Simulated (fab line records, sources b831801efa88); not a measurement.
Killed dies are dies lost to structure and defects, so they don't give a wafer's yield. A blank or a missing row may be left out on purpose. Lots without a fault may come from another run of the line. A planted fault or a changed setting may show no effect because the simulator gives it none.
Which tool did it? | flow gf180mcu | 24 lots, 72 wafers sampled, at 6 steps of a route of 602

WHAT THE GAUGES READ, wafer by wafer
GF_CONTACT_CD_MEAS_14: target cd 220 nm.
lot  | measured     | on        | cd_nm (nm)
L074 | day 16 01:13 | cd_sem-02 | 220.7 220.2 219.2
L075 | day 16 07:05 | cd_sem-01 | 222.2 221.7 220.9
L076 | day 16 16:32 | cd_sem-02 | 220.7 220.8 222.0
L077 | day 17 05:31 | cd_sem-02 | 221.3 220.9 219.8
L078 | day 17 18:35 | cd_sem-02 | 219.8 219.8 218.9
L079 | day 17 22:34 | cd_sem-02 | 222.7 223.3 221.8
L080 | day 18 09:14 | cd_sem-02 | 217.6 217.9 218.0
L081 | day 18 23:17 | cd_sem-01 | 218.8 219.7 219.6
L082 | day 19 02:23 | cd_sem-02 | 218.9 217.3 218.6
L083 | day 19 08:02 | cd_sem-02 | 221.7 221.6 222.2
L084 | day 19 18:11 | cd_sem-02 | 219.8 219.2 221.2
L085 | day 20 05:52 | cd_sem-02 | 220.2 219.6 220.8
L086 | day 20 12:15 | cd_sem-01 | 221.9 220.7 222.2
L087 | day 20 19:53 | cd_sem-01 | 220.3 221.6 219.7
L088 | day 21 03:17 | cd_sem-01 | 219.1 218.8 220.1
L089 | day 21 18:02 | cd_sem-01 | 220.7 220.2 219.7
L090 | day 21 23:02 | cd_sem-01 | 214.9 218.1 218.5
L091 | day 22 08:17 | cd_sem-02 | 218.9 218.5 220.3
L092 | day 22 16:53 | cd_sem-01 | 220.2 220.6 220.6
L093 | day 22 21:01 | cd_sem-01 | 220.1 220.0 219.8
L094 | day 23 08:44 | cd_sem-02 | 221.3 219.9 220.5
L095 | day 23 18:14 | cd_sem-02 | 217.5 219.5 218.6
L096 | day 24 00:02 | cd_sem-02 | 220.0 219.9 220.8
L097 | day 24 10:32 | cd_sem-02 | 218.8 220.3 217.8

GF_M2_THK_MEAS_06: measures by xrf.
lot  | measured     | on            | M2_ALCU_THK (nm)
L074 | day 18 03:22 | film_metro-04 | 441 437 439
L075 | day 18 09:39 | film_metro-02 | 436 438 439
L076 | day 18 22:09 | film_metro-04 | 432 432 434
L077 | day 19 09:52 | film_metro-04 | 439 442 444
L078 | day 19 23:37 | film_metro-02 | 429 437 438
L079 | day 20 03:47 | film_metro-02 | 442 445 437
L080 | day 20 14:28 | film_metro-01 | 441 432 435
L081 | day 21 04:25 | film_metro-04 | 443 439 441
L082 | day 21 07:03 | film_metro-01 | 448 449 437
L083 | day 21 12:46 | film_metro-04 | 443 440 447
L084 | day 21 21:52 | film_metro-01 | 436 440 445
L085 | day 22 10:34 | film_metro-02 | 436 431 435
L086 | day 22 16:50 | film_metro-02 | 438 434 437
L087 | day 23 00:44 | film_metro-01 | 445 445 447
L088 | day 23 07:21 | film_metro-01 | 435 445 441
L089 | day 23 21:48 | film_metro-04 | 438 427 437
L090 | day 24 02:13 | film_metro-01 | 443 444 444
L091 | day 24 11:09 | film_metro-02 | 431 437 435
L092 | day 24 18:55 | film_metro-02 | 430 434 435
L093 | day 24 22:59 | film_metro-04 | 434 437 430
L094 | day 25 10:28 | film_metro-02 | 440 438 438
L095 | day 25 19:46 | film_metro-01 | 441 434 432
L096 | day 26 02:08 | film_metro-04 | 443 444 444
L097 | day 26 10:53 | film_metro-01 | 435 443 432

GF_V2_OVL_MEAS_15.
lot  | measured     | on         | V2_OVL (nm)
L074 | day 20 04:59 | overlay-01 | 0 -2 -5
L075 | day 20 11:33 | overlay-01 | -6 -8 -11
L076 | day 21 00:15 | overlay-01 | -1 4 -9
L077 | day 21 11:24 | overlay-01 | -2 -6 -4
L078 | day 22 00:04 | overlay-01 | 2 -1 4
L079 | day 22 04:19 | overlay-01 | 6 7 -3
L080 | day 22 15:17 | overlay-02 | -9 3 0
L081 | day 23 04:21 | overlay-02 | 10 10 4
L082 | day 23 07:29 | overlay-02 | 7 -8 1
L083 | day 23 12:34 | overlay-01 | -8 1 1
L084 | day 23 20:58 | overlay-01 | -7 -11 -12
L085 | day 24 09:46 | overlay-01 | -1 -1 0
L086 | day 24 15:34 | overlay-01 | 3 3 5
L087 | day 24 23:51 | overlay-01 | 2 -4 4
L088 | day 25 06:36 | overlay-02 | -4 -2 6
L089 | day 25 18:51 | overlay-01 | 1 -9 -12
L090 | day 25 23:26 | overlay-01 | 6 5 1
L091 | day 26 07:22 | overlay-02 | 2 2 2
L092 | day 26 15:00 | overlay-02 | 1 0 -5
L093 | day 26 19:19 | overlay-02 | 0 10 10
L094 | day 27 05:49 | overlay-01 | 4 4 6
L095 | day 27 13:52 | overlay-02 | -3 0 4
L096 | day 27 20:21 | overlay-01 | -1 -7 -4
L097 | day 28 05:07 | overlay-01 | 3 10 5

GF_V2_THK_MEAS_25: measures by xrf.
lot  | measured     | on            | V2_W_THK (nm)
L074 | day 20 06:02 | film_metro-03 | 349 343 345
L075 | day 20 12:37 | film_metro-03 | 342 352 350
L076 | day 21 01:20 | film_metro-02 | 340 351 344
L077 | day 21 12:32 | film_metro-02 | 348 345 350
L078 | day 22 01:08 | film_metro-03 | 342 349 337
L079 | day 22 05:22 | film_metro-04 | 345 344 343
L080 | day 22 16:19 | film_metro-04 | 347 346 337
L081 | day 23 05:23 | film_metro-03 | 350 348 347
L082 | day 23 08:33 | film_metro-04 | 350 348 347
L083 | day 23 13:35 | film_metro-04 | 345 352 347
L084 | day 23 22:07 | film_metro-03 | 346 348 348
L085 | day 24 10:51 | film_metro-04 | 349 348 342
L086 | day 24 16:37 | film_metro-04 | 344 347 344
L087 | day 25 00:53 | film_metro-02 | 357 351 346
L088 | day 25 07:42 | film_metro-04 | 343 339 340
L089 | day 25 19:59 | film_metro-04 | 352 343 346
L090 | day 26 00:34 | film_metro-04 | 346 349 347
L091 | day 26 08:32 | film_metro-04 | 345 347 348
L092 | day 26 16:02 | film_metro-02 | 349 344 342
L093 | day 26 20:23 | film_metro-03 | 348 354 351
L094 | day 27 06:52 | film_metro-02 | 347 347 350
L095 | day 27 14:56 | film_metro-04 | 346 344 350
L096 | day 27 21:25 | film_metro-04 | 344 337 342
L097 | day 28 06:08 | film_metro-02 | 348 348 351

WHICH TOOL RAN EACH LOT (tool, then ch and the chambers of the sampled wafers, then the start)
lot  | GF_M1_SPUTTER_01             | GF_V1_CVD_23
L074 | pvd_sputter-02, day 16 02:36 | cvd_w-01 ch 0,1, day 18 02:25
L075 | pvd_sputter-02, day 16 08:29 | cvd_w-02 ch 0,1, day 18 08:36
L076 | pvd_sputter-03, day 16 19:44 | cvd_w-02 ch 0,1, day 18 21:13
L077 | pvd_sputter-03, day 17 06:50 | cvd_w-02 ch 0,1, day 19 08:56
L078 | pvd_sputter-02, day 17 20:04 | cvd_w-02 ch 0,1, day 19 22:42
L079 | pvd_sputter-02, day 17 23:58 | cvd_w-01 ch 0, day 20 02:51
L080 | pvd_sputter-03, day 18 10:36 | cvd_w-02 ch 0,1, day 20 13:33
L081 | pvd_sputter-02, day 19 00:42 | cvd_w-01 ch 0,1, day 21 03:28
L082 | pvd_sputter-02, day 19 03:44 | cvd_w-01 ch 0,1, day 21 06:07
L083 | pvd_sputter-02, day 19 09:25 | cvd_w-01 ch 0,1, day 21 11:50
L084 | pvd_sputter-02, day 19 19:34 | cvd_w-01 ch 0,1, day 21 20:57
L085 | pvd_sputter-01, day 20 07:22 | cvd_w-01 ch 0,1, day 22 09:38
L086 | pvd_sputter-02, day 20 13:39 | cvd_w-02 ch 0,1, day 22 15:55
L087 | pvd_sputter-03, day 20 21:17 | cvd_w-01 ch 0,1, day 22 23:49
L088 | pvd_sputter-03, day 21 04:41 | cvd_w-01 ch 0,1, day 23 06:25
L089 | pvd_sputter-01, day 21 19:40 | cvd_w-02 ch 0,1, day 23 20:52
L090 | pvd_sputter-02, day 22 00:24 | cvd_w-01 ch 0,1, day 24 01:18
L091 | pvd_sputter-02, day 22 09:39 | cvd_w-01 ch 0,1, day 24 10:11
L092 | pvd_sputter-01, day 22 18:17 | cvd_w-01 ch 0,1, day 24 17:59
L093 | pvd_sputter-03, day 22 22:23 | cvd_w-02 ch 0,1, day 24 22:01
L094 | pvd_sputter-03, day 23 10:07 | cvd_w-01 ch 0,1, day 25 09:33
L095 | pvd_sputter-01, day 23 19:38 | cvd_w-01 ch 0,1, day 25 18:49
L096 | pvd_sputter-03, day 24 01:32 | cvd_w-02 ch 0,1, day 26 01:11
L097 | pvd_sputter-03, day 24 11:58 | cvd_w-01 ch 0,1, day 26 09:58
- GF_M1_SPUTTER_01: material TiN, target thk 30 nm, time 25 s.
- GF_V1_CVD_23: deposits W, target thk 350 nm, time 105.05 s.

WHAT THE TOOLS THEMSELVES READ (means of the sampled wafers that have a number; where no wafer has one, the mark that the record gives instead)
GF_M1_SPUTTER_01.
lot  | tool           | throttle_valve_pct (%)
L074 | pvd_sputter-02 | 30.4
L075 | pvd_sputter-02 | 30.3
L076 | pvd_sputter-03 | 30.4
L077 | pvd_sputter-03 | 29.7
L078 | pvd_sputter-02 | 30.0
L079 | pvd_sputter-02 | 30.3
L080 | pvd_sputter-03 | 30.0
L081 | pvd_sputter-02 | 31.1
L082 | pvd_sputter-02 | 30.3
L083 | pvd_sputter-02 | 30.6
L084 | pvd_sputter-02 | 30.2
L085 | pvd_sputter-01 | 29.8
L086 | pvd_sputter-02 | 30.2
L087 | pvd_sputter-03 | 30.9
L088 | pvd_sputter-03 | 30.6
L089 | pvd_sputter-01 | 29.8
L090 | pvd_sputter-02 | 30.3
L091 | pvd_sputter-02 | 30.7
L092 | pvd_sputter-01 | 29.8
L093 | pvd_sputter-03 | 30.1
L094 | pvd_sputter-03 | 29.4
L095 | pvd_sputter-01 | 29.9
L096 | pvd_sputter-03 | 30.4
L097 | pvd_sputter-03 | 30.7

GF_V1_CVD_23.
lot  | tool     | heater_power_w (W)
L074 | cvd_w-01 | 861
L075 | cvd_w-02 | 842
L076 | cvd_w-02 | 949
L077 | cvd_w-02 | 949
L078 | cvd_w-02 | 939
L079 | cvd_w-01 | 933
L080 | cvd_w-02 | 841
L081 | cvd_w-01 | 818
L082 | cvd_w-01 | 819
L083 | cvd_w-01 | 817
L084 | cvd_w-01 | 830
L085 | cvd_w-01 | 885
L086 | cvd_w-02 | 935
L087 | cvd_w-01 | 886
L088 | cvd_w-01 | 820
L089 | cvd_w-02 | 846
L090 | cvd_w-01 | 883
L091 | cvd_w-01 | 881
L092 | cvd_w-01 | 822
L093 | cvd_w-02 | 954
L094 | cvd_w-01 | 831
L095 | cvd_w-01 | 883
L096 | cvd_w-02 | 871
L097 | cvd_w-01 | 825

THE ANSWER, worked out from the rows above alone
Rule: what is usual is taken from the lots themselves. Put in order of their means at a reading, lots are off if they are a third of the lots or fewer, leave a main group of 4 or more, and stand apart from it by a gap of 3 or more times the standard deviation of the main group's means; of several such gaps the widest counts. A main group whose means are all the same, to the digits that the tables above print for the reading, isn't used. A lot without any number at a reading at which 4 lots or more have one is off too. The other lots that the step has rows for count as sound. The gauges are gone through in route order, then the tools' own readings, and for those a lot's mean is taken as printed above. The first step at which some lot is off is used, and at that step the reading that is off furthest; a lot without a number counts as furthest.
No lot is off at any reading shown: from this, nothing can be told.

WHAT THE SIMULATOR HAD PUT IN
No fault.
